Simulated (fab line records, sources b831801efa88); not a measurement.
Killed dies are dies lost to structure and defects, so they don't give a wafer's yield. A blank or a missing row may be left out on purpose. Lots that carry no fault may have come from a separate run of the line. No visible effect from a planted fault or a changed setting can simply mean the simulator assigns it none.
fab line records | flow sky130
record: lots: 5 | wafers: 15 | last_day: 49
route steps=708 shown FIELD_ISO@6 PAD_OPEN@708
lots that met no fault: taken from a fault-free run of the same line
start_h: the number of hours between the record's first day and the start of the first shown wafer of the lot | wait_h: hours elapsed since this lot's preceding step | " repeats the value in the row above | L1.1+2: a single row standing in for several wafers | - value missing, or start not given | * or withheld: withheld | < > ~ a bound
route shown NAME@n: names a module that has steps shown in the file, with the first one's number in the route | usual: mean/standard deviation taken from wafers without a fault | same: alike in all rows | chamber/n: place in a boat | sites: the reading at each site | _std_site: the values' standard deviation | _edge_site: the outer-site mean with the inner-site mean subtracted | radius_mm: for every site, how far away it sits from the centre of the wafer | mask NAME#n: copy n | behind: the most recent tool/chamber to have shaped the wafer | hold: what put the lot on hold/how long, in hours/how the hold closed | device: names the non-switching transistor (n, p or np) | end of line: at the end of the route, the tests of the same wafers | a step given without rows: its recipe and nothing more | killed: not the wafer's yield, but the dies lost to structure and defects at the first sort | map: dies across one wafer; x = killed, . = not, _ = none there
set.NAME: the setting as run; set.NAME@STEP: as run at that earlier step | model.NAME: the simulator's own value behind a step, which no gauge read
lots at some steps of the route; a table a step, a row a wafer
services: from which hour (start_h, from the record's first day; less than 0 if before it) a tool's chamber was out of use, for how many hours, and why
== steps ==
step: SKY_FIELD_ISO_DEHYDRATE_05
recipe: temp_c: 200 | time_s: 60
step: SKY_FIELD_ISO_HMDS_06
recipe: prime_time_s: 60 | prime_temp_c: 120
step: SKY_FIELD_ISO_COAT_07
recipe: resist: BARC | temp_c: withheld | time_s: withheld | spin_rpm: 3000 | resist_thk_nm: 60
step: SKY_FIELD_ISO_COAT_08
recipe: resist: KrF-thick | spin_rpm: 3000 | resist_thk_nm: 450
step: SKY_FIELD_ISO_SOFTBAKE_09
recipe: temp_c: 100.5 | time_s: 90 | resist: KrF-thick
step: SKY_FIELD_ISO_EXPOSE_10
recipe: mask_id: FOM | na: 0.68 | source_shape: annular | sigma_inner: 0.4 | sigma_outer: 0.8 | target_cd_nm: 150 | dose_mj: 28
step: SKY_FIELD_ISO_PEB_11
recipe: peb_temp_c: withheld | peb_time_s: withheld | resist: KrF-thick
step: SKY_FIELD_ISO_DEVELOP_12
recipe: develop_time_s: 60 | resist: KrF-thick | dev_temp_c: 21
step: SKY_FIELD_ISO_CD_MEAS_13
recipe: target_cd_nm: 150
usual: cd_nm: 150.3/1.5
lot.wafer | tool      | chamber | start_h | wait_h | cd_nm
L740.3    | cd_sem-01 | -       | 66.11   | -      | 149.9
L740.5    | "         | -       | "       | "      | 151.9
L740.6    | "         | -       | "       | "      | 150.3
L745.3    | cd_sem-01 | -       | 89.47   | -      | 148.5
L745.4    | "         | -       | "       | "      | 148.4
L745.6    | "         | -       | "       | "      | 148.9
L747.3    | cd_sem-01 | -       | 102.11  | -      | 150.8
L747.5    | "         | -       | "       | "      | 150.0
L747.6    | "         | -       | "       | "      | 150.1
L750.4    | cd_sem-02 | -       | 117.17  | -      | 150.4
L750.5    | "         | -       | "       | "      | 150.3
L750.6    | "         | -       | "       | "      | 151.1
L752.3    | cd_sem-02 | -       | 127.82  | -      | 147.4
L752.4    | "         | -       | "       | "      | 147.8
L752.6    | "         | -       | "       | "      | 147.2
step: SKY_FIELD_ISO_ETCH_14
recipe: chemistry: N2/H2 | target: BARC | ion_energy_ev: 204.6 | source_w: 500 | bias_w: 100 | pressure_mtorr: 30 | n2_flow_sccm: 100 | h2_flow_sccm: 200 | stop_on: SiO2 | time_s: 45.9 | target_depth_a: 600
usual: drypump_motor_current_A: 5.9/0.48 | oes_product_au: 0.854/0.005 | run_length_s: 74.3/0.46 | throttle_valve_pct: 13.225/0.0091
lot.wafer | tool        | chamber | start_h | wait_h | drypump_motor_current_A | oes_product_au | rf_hours_counter_h | run_length_s | throttle_valve_pct
L740.3    | rie_diel-01 | 0       | 66.19   | 0.1    | 5.6                     | 0.854          | 31                 | 74.5         | 13.235
L740.5    | "           | 0       | "       | "      | 5.6                     | 0.856          | -                  | 74.5         | 13.235
L740.6    | "           | 1       | "       | "      | 5.7                     | 0.853          | -                  | 74.3         | 13.236
L745.3    | rie_diel-02 | 1       | 89.55   | 0.1    | 6.3                     | 0.850          | 113                | 74.2         | 13.233
L745.4    | "           | 2       | "       | "      | 5.9                     | 0.856          | 34                 | 74.3         | 13.226
L745.6    | "           | 1       | "       | "      | 6.3                     | 0.858          | -                  | 74.9         | 13.223
L747.3    | rie_diel-02 | 3       | 102.23  | 0.1    | 6.0                     | 0.849          | -                  | 74.7         | 13.218
L747.5    | "           | 3       | "       | "      | 6.0                     | 0.860          | -                  | 74.4         | 13.233
L747.6    | "           | 3       | "       | "      | 6.0                     | 0.857          | -                  | 74.7         | 13.237
L750.4    | rie_diel-02 | 0       | 117.23  | 0.0    | 6.8                     | 0.857          | 60                 | 73.4         | 13.220
L750.5    | "           | 1       | "       | "      | 6.4                     | 0.863          | -                  | 74.3         | 13.229
L750.6    | "           | 0       | "       | "      | 6.8                     | 0.854          | -                  | 73.5         | 13.228
L752.3    | rie_diel-01 | 1       | 127.90  | 0.1    | 5.7                     | 0.860          | 108                | 74.1         | 13.234
L752.4    | "           | 2       | "       | "      | 5.4                     | 0.854          | 128                | 74.3         | 13.216
L752.6    | "           | 3       | "       | "      | 5.6                     | 0.852          | -                  | 74.1         | 13.227
step: SKY_FIELD_ISO_ETCH_15
recipe: chemistry: CHF3/O2 | target_depth_nm: 180 | stop_on: Si | source_w: 600 | bias_w: 200 | pressure_mtorr: 40 | chf3_flow_sccm: 50 | O2_flow_sccm: 5 | time_s: 72
usual: drypump_motor_current_A: 5.9/0.48 | oes_product_au: 0.946/0.0071 | run_length_s: 100.4/0.43 | throttle_valve_pct: 8.844/0.0093
lot.wafer | tool        | chamber | start_h | wait_h | drypump_motor_current_A | oes_product_au | rf_hours_counter_h | run_length_s | throttle_valve_pct
L740.3    | rie_diel-01 | 0       | 66.23   | 0.0    | 5.5                     | 0.952          | 31                 | 100.8        | 8.845
L740.5    | "           | 0       | "       | "      | 5.5                     | 0.960          | -                  | 100.4        | 8.855
L740.6    | "           | 1       | "       | "      | 5.7                     | 0.951          | -                  | 100.8        | 8.849
L745.3    | rie_diel-02 | 1       | 89.59   | 0.0    | 6.4                     | 0.935          | 113                | 100.3        | 8.862
L745.4    | "           | 2       | "       | "      | 5.8                     | 0.947          | 34                 | 100.5        | 8.853
L745.6    | "           | 1       | "       | "      | 6.3                     | 0.939          | -                  | 100.5        | 8.822
L747.3    | rie_diel-02 | 3       | 102.37  | 0.1    | 6.0                     | 0.956          | -                  | 101.0        | 8.843
L747.5    | "           | 3       | "       | "      | 6.0                     | 0.936          | -                  | 100.4        | 8.848
L747.6    | "           | 3       | "       | "      | 6.0                     | 0.949          | -                  | 100.9        | 8.848
L750.4    | rie_diel-02 | 0       | 117.27  | 0.0    | 6.8                     | 0.940          | 61                 | 99.6         | 8.853
L750.5    | "           | 1       | "       | "      | 6.3                     | 0.943          | -                  | 100.6        | 8.835
L750.6    | "           | 0       | "       | "      | 6.8                     | 0.950          | -                  | 100.0        | 8.839
L752.3    | rie_diel-01 | 1       | 127.94  | 0.0    | 5.7                     | 0.944          | 108                | 100.2        | 8.852
L752.4    | "           | 2       | "       | "      | 5.4                     | 0.945          | 128                | 100.3        | 8.843
L752.6    | "           | 3       | "       | "      | 5.6                     | 0.941          | -                  | 99.7         | 8.848
step: SKY_FIELD_ISO_STRIP_16
recipe: chemistry: O2/N2 | power_w: 1400 | pressure_mtorr: 1500 | platen_temp_c: withheld | o2_flow_sccm: 3000 | n2_flow_sccm: 300 | overash_fraction: 0.5
usual: drypump_motor_current_A: 5.8/0.65 | oes_product_au: 0.377/0.0048 | strip_time_to_endpoint_s: 3.52/0.047
lot.wafer | tool            | chamber | start_h | wait_h | drypump_motor_current_A | oes_product_au | strip_time_to_endpoint_s
L740.3    | plasma_asher-01 | 1       | 66.32   | 0.1    | 5.0                     | 0.379          | 3.58
L740.5    | "               | 0       | "       | "      | 5.4                     | 0.377          | 3.57
L740.6    | "               | 1       | "       | "      | 5.0                     | 0.377          | 3.50
L745.3    | plasma_asher-02 | 0       | 89.68   | 0.1    | 5.5                     | 0.383          | 3.53
L745.4    | "               | 1       | "       | "      | 6.7                     | 0.385          | 3.56
L745.6    | "               | 0       | "       | "      | 5.5                     | 0.375          | 3.48
L747.3    | plasma_asher-02 | 1       | 102.52  | 0.1    | 6.7                     | 0.372          | 3.45
L747.5    | "               | 1       | "       | "      | 6.7                     | 0.376          | 3.44
L747.6    | "               | 0       | "       | "      | 5.5                     | 0.369          | 3.43
L750.4    | plasma_asher-01 | 1       | 117.36  | 0.1    | 5.0                     | 0.372          | 3.52
L750.5    | "               | 1       | "       | "      | 5.0                     | 0.371          | 3.50
L750.6    | "               | 0       | "       | "      | 5.4                     | 0.369          | 3.48
L752.3    | plasma_asher-02 | 0       | 128.03  | 0.1    | 5.5                     | 0.377          | 3.52
L752.4    | "               | 1       | "       | "      | 6.7                     | 0.384          | 3.52
L752.6    | "               | 0       | "       | "      | 5.5                     | 0.369          | 3.46
step: SKY_FIELD_ISO_ETCH_17
recipe: target_depth_a: 3420 | mask_material: Si3N4 | chemistry: HBr/Cl2/O2 | target: Si | taper_deg: 5 | icp_w: 600 | bias_w: 150 | pressure_mtorr: 15 | HBr_flow_sccm: 150 | Cl2_flow_sccm: 40 | O2_flow_sccm: 6 | time_s: 97.7
usual: HBr_flow_sccm: 150.0/0.46 | drypump_motor_current_A: 5.8/0.45 | oes_product_au: 0.991/0.012 | run_length_s: 126.1/0.43 | throttle_valve_pct: 25.663/0.011
lot.wafer | tool      | chamber | start_h | wait_h | HBr_flow_sccm | drypump_motor_current_A | oes_product_au | rf_hours_counter_h | run_length_s | throttle_valve_pct | model.FIELD_ISO.feature_depth_nm | model.etch.depth_nm | model.Si3N4_of_FIELD_ISO_CVD_03.thk_nm
L740.3    | rie_si-01 | 1       | 66.38   | 0.0    | 150.1         | 6.0                     | 0.989          | 27                 | 126.6        | 25.661             | 332.7                            | 332.7               | 151.7
L740.5    | "         | 0       | "       | "      | 150.2         | 5.9                     | 1.020          | -                  | 126.1        | 25.633             | 352.2                            | 352.2               | 152.3
L740.6    | "         | 1       | "       | "      | 149.5         | 6.0                     | 0.982          | -                  | 126.7        | 25.663             | 331.1                            | 331.1               | 152.3
L745.3    | rie_si-02 | 0       | 89.75   | 0.0    | 150.1         | 6.4                     | 1.005          | 45                 | 126.5        | 25.664             | 343.3                            | 343.3               | 147.9
L745.4    | "         | 2       | "       | "      | 150.3         | 5.5                     | 0.994          | 47                 | 125.9        | 25.669             | 339.2                            | 339.2               | 148.8
L745.6    | "         | 0       | "       | "      | 150.0         | 6.4                     | 1.002          | -                  | 126.5        | 25.651             | 342.6                            | 342.6               | 147.8
L747.3    | rie_si-02 | 3       | 102.58  | 0.0    | 149.7         | 6.0                     | 0.997          | 129                | 77.7         | 25.677             | 167.6                            | 167.6               | 157.9
L747.5    | "         | 2       | "       | "      | 149.9         | 5.5                     | 0.996          | -                  | 126.0        | 25.665             | 337.3                            | 337.3               | 149.5
L747.6    | "         | 1       | "       | "      | 149.2         | 5.7                     | 0.973          | -                  | 125.7        | 25.658             | 327.1                            | 327.1               | 151.4
L750.4    | rie_si-01 | 3       | 117.43  | 0.0    | 150.5         | 5.8                     | 0.989          | 1                  | 125.8        | 25.674             | 339.1                            | 339.1               | 150.6
L750.5    | "         | 1       | "       | "      | 149.9         | 5.9                     | 0.980          | -                  | 126.3        | 25.662             | 331                              | 331                 | 150.3
L750.6    | "         | 0       | "       | "      | 150.6         | 5.9                     | 1.002          | -                  | 126.4        | 25.646             | 347.1                            | 347.1               | 150
L752.3    | rie_si-01 | 2       | 128.10  | 0.0    | 150.0         | 4.7                     | 1.003          | 13                 | 125.8        | 25.678             | 341.1                            | 341.1               | 148.7
L752.4    | "         | 3       | "       | "      | 150.7         | 5.8                     | 0.987          | 1                  | 125.5        | 25.672             | 335.7                            | 335.7               | 150.4
L752.6    | "         | 1       | "       | "      | 149.0         | 6.0                     | 0.980          | -                  | 126.7        | 25.666             | 331                              | 331                 | 149.3
step: SKY_FIELD_ISO_WET_ETCH_18
recipe: chemistry: H3PO4 | target_depth_nm: 25 | temp_c: 160 | target: Si3N4 | time_s: 286
step: SKY_FIELD_ISO_CLEAN_19
recipe: chemistry: SC1/SC2 | mix: 1:4:20 | temp_c: 70 | time_s: 150
step: SKY_FIELD_ISO_CLEAN_20
recipe: chemistry: dHF | time_s: 20 | dilution: 100:1
step: SKY_FIELD_ISO_WET_ETCH_21
recipe: chemistry: dHF | dilution: 100:1 | target_depth_nm: 20 | dry: ipa_marangoni | target: SiO2 | temp_c: 25 | time_s: 400
step: SKY_FIELD_ISO_OXIDATION_22
recipe: temp_c: 950 | ambient: O2 | stabilise_s: 600 | purge_s: 300 | target_thk_a: 100 | ox_time_s: 623
step: SKY_FIELD_ISO_THK_MEAS_23
recipe: reads: SiO2_of_FIELD_ISO_OXIDATION_22
usual: FIELD_ISO_OXIDATION_01_THK: 9.94/0.18
lot.wafer | tool          | chamber | start_h | wait_h | FIELD_ISO_OXIDATION_01_THK[nm]
L740.3    | film_metro-01 | -       | 68.18   | 0.0    | 10.01
L740.5    | "             | -       | "       | "      | 9.89
L740.6    | "             | -       | "       | "      | 9.69
L745.3    | film_metro-04 | -       | 91.69   | 0.0    | 9.88
L745.4    | "             | -       | "       | "      | 10.05
L745.6    | "             | -       | "       | "      | 10.13
L747.3    | film_metro-04 | -       | 104.14  | 0.0    | 10.05
L747.5    | "             | -       | "       | "      | 9.89
L747.6    | "             | -       | "       | "      | 10.09
L750.4    | film_metro-04 | -       | 118.97  | 0.0    | 9.98
L750.5    | "             | -       | "       | "      | 9.90
L750.6    | "             | -       | "       | "      | 9.97
L752.3    | film_metro-04 | -       | 129.63  | 0.0    | 9.86
L752.4    | "             | -       | "       | "      | 9.86
L752.6    | "             | -       | "       | "      | 9.86
step: SKY_FIELD_ISO_CVD_24
recipe: material: SiO2 | target_thk_nm: 595 | temp_c: 650 | sigma_open_frac: 0.3 | time_s: 99.2 | sih4_flow_sccm: 60 | pressure_mtorr: 6
step: SKY_FIELD_ISO_THK_MEAS_25
recipe: reads: SiO2_of_FIELD_ISO_CVD_24
usual: FIELD_ISO_CVD_24_THK: 596/6.7
lot.wafer | tool          | chamber | start_h | wait_h | FIELD_ISO_CVD_24_THK[nm]
L740.3    | film_metro-04 | -       | 68.31   | 0.1    | 599
L740.5    | "             | -       | "       | "      | 600
L740.6    | "             | -       | "       | "      | 601
L745.3    | film_metro-01 | -       | 91.82   | 0.1    | 600
L745.4    | "             | -       | "       | "      | 593
L745.6    | "             | -       | "       | "      | 584
L747.3    | film_metro-04 | -       | 104.27  | 0.1    | 598
L747.5    | "             | -       | "       | "      | 592
L747.6    | "             | -       | "       | "      | 594
L750.4    | film_metro-04 | -       | 119.10  | 0.0    | 590
L750.5    | "             | -       | "       | "      | 589
L750.6    | "             | -       | "       | "      | 599
L752.3    | film_metro-01 | -       | 129.76  | 0.1    | 607
L752.4    | "             | -       | "       | "      | 587
L752.6    | "             | -       | "       | "      | 597
step: SKY_FIELD_ISO_ANNEAL_26
recipe: temp_c: 1000 | time_s: 1800 | ambient: N2
step: SKY_FIELD_ISO_CMP_27
recipe: stop_on: Si3N4 | t_overpolish_s: 16 | down_force_psi: 4 | platen_rpm: 60 | target_thk_nm: 457.8 | pad_velocity_m_s: 0.94248
usual: motor_current_A: 12.8/1.3 | overpolish_run_s: 16.001/0.0093 | time_to_endpoint_s: 113/5.8
lot.wafer | tool   | chamber | start_h | wait_h | motor_current_A | overpolish_run_s | time_to_endpoint_s
L740.3    | cmp-01 | 3       | 69.95   | 0.1    | 14.7            | 15.990           | 115
L740.6    | "      | 1       | "       | "      | 12.4            | 15.998           | 104
L740.5    | "      | 2       | "       | "      | 14.5            | 16.003           | 117
L745.3    | cmp-02 | 1       | 93.49   | 0.1    | 12.0            | 15.995           | 113
L745.4    | "      | 2       | "       | "      | 11.3            | 16.009           | 117
L745.6    | "      | 3       | "       | "      | 13.2            | 15.991           | 106
L747.3    | cmp-02 | 1       | 105.91  | 0.1    | 12.7            | 16.009           | 116
L747.5    | "      | 3       | "       | "      | 12.8            | 15.975           | 114
L747.6    | "      | 0       | "       | "      | 13.1            | 16.001           | 119
L750.4    | cmp-01 | 3       | 120.68  | 0.1    | 14.3            | 16.004           | 107
L750.5    | "      | 2       | "       | "      | 14.5            | 16.003           | 114
L750.6    | "      | 3       | "       | "      | 14.3            | 16.009           | 108
L752.3    | cmp-02 | 2       | 131.35  | 0.1    | 11.4            | 16.015           | 116
L752.4    | "      | 0       | "       | "      | 13.7            | 16.005           | 110
L752.6    | "      | 1       | "       | "      | 12.8            | 15.996           | 108
step: SKY_FIELD_ISO_WET_ETCH_28
recipe: chemistry: dHF | target_depth_nm: 23.7 | target: SiO2 | dilution: 10:1 | temp_c: 25 | time_s: 47
usual: run_length_s: 76/3
lot.wafer | tool         | chamber | start_h | wait_h | run_length_s | model.Si3N4_of_FIELD_ISO_CVD_03.thk_nm
L740.3    | wet_bench-03 | 1       | 70.15   | 0.1    | 74           | 120.7
L740.5    | "            | 1       | "       | "      | 74           | 121
L740.6    | "            | 1       | "       | "      | 74           | 121.2
L745.3    | wet_bench-04 | 1       | 93.69   | 0.1    | 81           | 116.8
L745.4    | "            | 1       | "       | "      | 81           | 117.6
L745.6    | "            | 1       | "       | "      | 81           | 116.5
L747.3    | wet_bench-03 | 1       | 106.11  | 0.1    | 74           | 127
L747.5    | "            | 1       | "       | "      | 74           | 118.6
L747.6    | "            | 1       | "       | "      | 74           | 120.4
L750.4    | wet_bench-03 | 2       | 120.93  | 0.2    | 73           | 119
L750.5    | "            | 2       | "       | "      | 73           | 118.9
L750.6    | "            | 2       | "       | "      | 73           | 118.4
L752.3    | wet_bench-01 | 3       | 131.60  | 0.2    | 74           | 118.1
L752.4    | "            | 3       | "       | "      | 74           | 119.6
L752.6    | "            | 3       | "       | "      | 74           | 118.5
step: SKY_FIELD_ISO_WET_ETCH_29
recipe: chemistry: H3PO4 | target_depth_nm: 160 | target: Si3N4 | temp_c: 160 | time_s: 1825
step: SKY_PAD_OPEN_PROBE_99
usual: killed_at_M0_to_M3: 44/7.9 | killed_at_M4_up: 3.1/2 | killed_at_contacts: 23/4.9 | killed_at_front_end: 15/3.9 | killed_at_other: 0.2/0.49 | killed_dies: 86/10 | killed_open: 47/7.1 | killed_short: 39/7.1
same: gross_dies: 492 | killed_at_back_side: 0
lot.wafer | tool      | chamber | start_h | wait_h | killed_at_M0_to_M3 | killed_at_M4_up | killed_at_contacts | killed_at_front_end | killed_at_other | killed_dies | killed_open | killed_short | model.etest.res_p_drift_20v.line_ohm_um | model.etest.pfet_16v.r_on_ohm_um | model.etest.res_p_drift_20v.rs_ohm_sq | model.etest.res_iso_pwell.rs_ohm_sq | model.etest.nfet_16v.r_on_ohm_um | model.etest.res_iso_pwell.line_ohm_um | model.etest.res_nwell.line_ohm_um | model.etest.res_nwell.rs_ohm_sq
L740.3    | prober-01 | -       | 1117.37 | 0.2    | 35                 | 5               | 29                 | 19                  | 0               | 88          | 40          | 48           | 1.14e+04                                | 1.51e+04                         | 9559                                  | 2872                                | 1.404e+04                        | 1086                                  | 1174                              | 968.5
L740.5    | prober-01 | -       | 1117.47 | 0.2    | 56                 | 1               | 24                 | 10                  | 0               | 91          | 54          | 37           | 1.383e+04                               | 1.609e+04                        | 1.143e+04                             | 3448                                | 1.426e+04                        | 1317                                  | 1265                              | 1067
L740.6    | prober-01 | -       | 1117.52 | 0.2    | 46                 | 3               | 26                 | 10                  | 0               | 85          | 42          | 43           | 1.141e+04                               | 1.492e+04                        | 9556                                  | 2857                                | 1.393e+04                        | 1071                                  | 1160                              | 973.7
L745.3    | prober-02 | -       | 1144.99 | 0.2    | 47                 | 4               | 27                 | 13                  | 0               | 91          | 52          | 39           | 1.2e+04                                 | 1.534e+04                        | 1.024e+04                             | 2996                                | 1.388e+04                        | 1140                                  | 1132                              | 959.2
L745.4    | prober-02 | -       | 1145.04 | 0.2    | 35                 | 2               | 27                 | 17                  | 0               | 81          | 37          | 44           | 1.206e+04                               | 1.519e+04                        | 9979                                  | 2939                                | 1.384e+04                        | 1106                                  | 1136                              | 953.5
L745.6    | prober-02 | -       | 1145.14 | 0.2    | 49                 | 7               | 21                 | 10                  | 0               | 87          | 54          | 33           | 1.204e+04                               | 1.535e+04                        | 1.013e+04                             | 2975                                | 1.385e+04                        | 1109                                  | 1135                              | 960.3
L747.3    | prober-02 | -       | 1157.98 | 0.2    | 40                 | 2               | 16                 | 19                  | 0               | 77          | 34          | 42           | 7678                                    | 1.165e+04                        | 6389                                  | 1729                                | 1.334e+04                        | 656.9                                 | 850.7                             | 686.3
L747.5    | prober-02 | -       | 1158.08 | 0.2    | 51                 | 3               | 23                 | 23                  | 0               | 100         | 59          | 41           | 1.17e+04                                | 1.546e+04                        | 9705                                  | 2901                                | 1.413e+04                        | 1109                                  | 1138                              | 971.4
L747.6    | prober-02 | -       | 1158.13 | 0.2    | 38                 | 2               | 28                 | 18                  | 0               | 86          | 46          | 40           | 1.101e+04                               | 1.513e+04                        | 9158                                  | 2760                                | 1.42e+04                         | 1030                                  | 1139                              | 939
L750.4    | prober-02 | -       | 1173.98 | 0.2    | 47                 | 5               | 31                 | 22                  | 0               | 105         | 55          | 50           | 1.184e+04                               | 1.518e+04                        | 9847                                  | 3060                                | 1.388e+04                        | 1155                                  | 1204                              | 1000
L750.5    | prober-02 | -       | 1174.03 | 0.2    | 37                 | 2               | 18                 | 15                  | 0               | 72          | 36          | 36           | 1.148e+04                               | 1.498e+04                        | 9434                                  | 2918                                | 1.373e+04                        | 1098                                  | 1186                              | 975.8
L750.6    | prober-02 | -       | 1174.08 | 0.2    | 32                 | 1               | 19                 | 16                  | 0               | 68          | 43          | 25           | 1.258e+04                               | 1.57e+04                         | 1.043e+04                             | 3293                                | 1.394e+04                        | 1249                                  | 1273                              | 1039
L752.3    | prober-01 | -       | 1180.29 | 0.2    | 49                 | 5               | 20                 | 9                   | 1               | 84          | 52          | 32           | 1.168e+04                               | 1.542e+04                        | 1.001e+04                             | 3120                                | 1.415e+04                        | 1201                                  | 1158                              | 967.3
L752.4    | prober-01 | -       | 1180.34 | 0.2    | 48                 | 4               | 19                 | 11                  | 0               | 82          | 42          | 40           | 1.138e+04                               | 1.514e+04                        | 9603                                  | 2978                                | 1.415e+04                        | 1110                                  | 1117                              | 948.4
L752.6    | prober-01 | -       | 1180.44 | 0.2    | 50                 | 8               | 20                 | 20                  | 0               | 98          | 50          | 48           | 1.107e+04                               | 1.486e+04                        | 9273                                  | 2839                                | 1.411e+04                        | 1069                                  | 1101                              | 928.1
killed by level:class
L740.3 CONTACT:geometric_particle:short=12 METAL2:geometric_particle:short=7 VIA1:geometric_particle:open=6 LI_CONTACT:geometric_particle:open=6 CONTACT:geometric_particle:open=6 VIA1:geometric_particle:short=6 FIELD_ISO:geometric_particle:short=5 LOCAL_INTERCONNECT:geometric_particle:short=5
L740.5 CONTACT:geometric_particle:open=13 METAL2:geometric_particle:short=10 VIA1:geometric_particle:open=9 VIA2:geometric_particle:open=8 LI_CONTACT:geometric_particle:open=7 VIA3:geometric_particle:open=6 FIELD_ISO:geometric_particle:short=5 METAL1:geometric_particle:short=5
L740.6 METAL2:geometric_particle:short=10 CONTACT:geometric_particle:open=9 LI_CONTACT:geometric_particle:open=8 METAL1:geometric_particle:short=7 VIA3:geometric_particle:open=7 VIA1:geometric_particle:short=5 VIA1:geometric_particle:open=5 FIELD_ISO:geometric_particle:short=4
L745.3 CONTACT:geometric_particle:open=11 VIA2:geometric_particle:open=8 VIA1:geometric_particle:open=8 LI_CONTACT:geometric_particle:open=7 VIA3:geometric_particle:open=6 LOCAL_INTERCONNECT:geometric_particle:short=5 METAL1:geometric_particle:short=5 METAL2:geometric_particle:short=5
L745.4 METAL2:geometric_particle:short=9 CONTACT:geometric_particle:open=7 POLY_GATE:geometric_particle:open=6 LI_CONTACT:geometric_particle:open=6 VIA1:geometric_particle:open=6 CONTACT:geometric_particle:short=5 METAL1:geometric_particle:short=5 FIELD_ISO:geometric_particle:open=4
L745.6 VIA1:geometric_particle:open=12 CONTACT:geometric_particle:open=9 LI_CONTACT:geometric_particle:open=7 VIA2:geometric_particle:open=7 VIA3:geometric_particle:open=7 METAL4:geometric_particle:short=6 CONTACT:geometric_particle:short=4 METAL2:geometric_particle:short=4
L747.3 VIA1:geometric_particle:open=10 POLY_GATE:geometric_particle:short=6 CONTACT:geometric_particle:open=6 FIELD_ISO:geometric_particle:short=5 METAL1:geometric_particle:short=5 LOCAL_INTERCONNECT:geometric_particle:short=5 VIA3:geometric_particle:short=5 VIA2:geometric_particle:open=4
L747.5 VIA1:geometric_particle:open=23 CONTACT:geometric_particle:open=8 VIA2:geometric_particle:open=8 POLY_GATE:geometric_particle:short=6 METAL2:geometric_particle:short=5 POLY_GATE:geometric_particle:open=4 LI_CONTACT:geometric_particle:short=4 LI_CONTACT:geometric_particle:open=4
L747.6 VIA1:geometric_particle:open=11 CONTACT:geometric_particle:open=9 LOCAL_INTERCONNECT:geometric_particle:short=7 VIA2:geometric_particle:open=6 VIA3:geometric_particle:open=5 SPACER:geometric_particle:short=5 METAL1:geometric_particle:short=5 LI_CONTACT:geometric_particle:open=4
L750.4 CONTACT:geometric_particle:open=12 VIA1:geometric_particle:open=10 LI_CONTACT:geometric_particle:open=9 VIA3:geometric_particle:open=8 POLY_GATE:geometric_particle:short=7 METAL2:geometric_particle:short=6 VIA1:geometric_particle:short=5 METAL1:geometric_particle:short=5
L750.5 CONTACT:geometric_particle:open=8 VIA1:geometric_particle:short=7 FIELD_ISO:geometric_particle:short=5 VIA1:geometric_particle:open=5 LI_CONTACT:geometric_particle:open=4 METAL1:geometric_particle:short=4 VIA2:geometric_particle:open=4 POLY_GATE:geometric_particle:open=3
L750.6 VIA1:geometric_particle:open=9 LI_CONTACT:geometric_particle:open=8 VIA2:geometric_particle:open=7 CONTACT:geometric_particle:open=5 CONTACT:geometric_particle:short=4 VIA1:geometric_particle:short=4 FIELD_ISO:geometric_particle:short=3 POLY_GATE:geometric_particle:short=3
L752.3 VIA2:geometric_particle:open=10 VIA1:geometric_particle:open=9 VIA1:geometric_particle:short=8 VIA3:geometric_particle:open=8 LI_CONTACT:geometric_particle:open=7 CONTACT:geometric_particle:open=7 VIA3:geometric_particle:short=5 FIELD_ISO:geometric_particle:open=3
L752.4 VIA1:geometric_particle:open=12 VIA1:geometric_particle:short=9 VIA3:geometric_particle:open=6 CONTACT:geometric_particle:open=6 METAL2:geometric_particle:short=5 LI_CONTACT:geometric_particle:short=5 VIA2:geometric_particle:open=4 METAL4:geometric_particle:short=4
L752.6 VIA1:geometric_particle:open=16 FIELD_ISO:geometric_particle:short=9 CONTACT:geometric_particle:open=6 VIA1:geometric_particle:short=6 VIA3:geometric_particle:open=6 METAL3:geometric_particle:short=5 LOCAL_INTERCONNECT:geometric_particle:short=5 METAL2:geometric_particle:short=5
== services ==
tool            | chamber | start_h | hours | kind
cmp-01          | -       | 45.87   | 3.6   | repair
cmp-01          | -       | 57.25   | 3.6   | pm
cmp-02          | -       | 60.87   | 6.9   | pm
cmp-02          | -       | 71.89   | 4.0   | pm
cmp-02          | -       | 75.89   | -     | consumable_replace:conditioner
cmp-02          | -       | 75.89   | -     | consumable_replace:pad
plasma_asher-02 | -       | 81.77   | 1.3   | repair
cmp-02          | -       | 90.89   | 1.5   | repair
rie_diel-02     | 2       | 91.79   | 15.3  | repair
rie_diel-02     | 1       | 99.98   | 5.9   | repair
rie_diel-02     | 0       | 101.05  | 10.0  | repair
rie_diel-02     | 3       | 128.91  | 1.3   | repair
rie_si-01       | -       | 130.69  | 15.6  | pm
== key ==
first_sign: step: SKY_FIELD_ISO_ETCH_17 | reading: run_length_s | direction: down | sigmas: 99+ | usual: * | struck: *
effect none on later readings
model_effect: step: SKY_FIELD_ISO_ETCH_17 | value: FIELD_ISO.feature_depth_nm | without: 331.5 | struck: 167.6
model_effect: step: SKY_FIELD_ISO_WET_ETCH_28 | value: Si3N4_of_FIELD_ISO_CVD_03.thk_nm | without: 119.9 | struck: 127
model_effect: step: SKY_PAD_OPEN_PROBE_99 | value: etest.res_p_drift_20v.line_ohm_um | without: 1.13e+04 | struck: 7678
met_at SKY_FIELD_ISO_ETCH_17
struck_wafers L747.3
tester_left_out L747
fault: kind: process_parameter_drift | tool: rie_si-02 | chamber: 3 | onset_h: 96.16 | steps: SKY_FIELD_ISO_ETCH_17 | channel: time_s | offset: * | shape: step | end_h: 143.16 | acts_in: * | stated: *
tester_left_out: of these lots the tester's yield and bins aren't shown, on N5 and GAA mostly nor the transistor test; their killed dies are dies lost to structure and defects alone, not to doping, threshold or leakage, so they don't give the yield
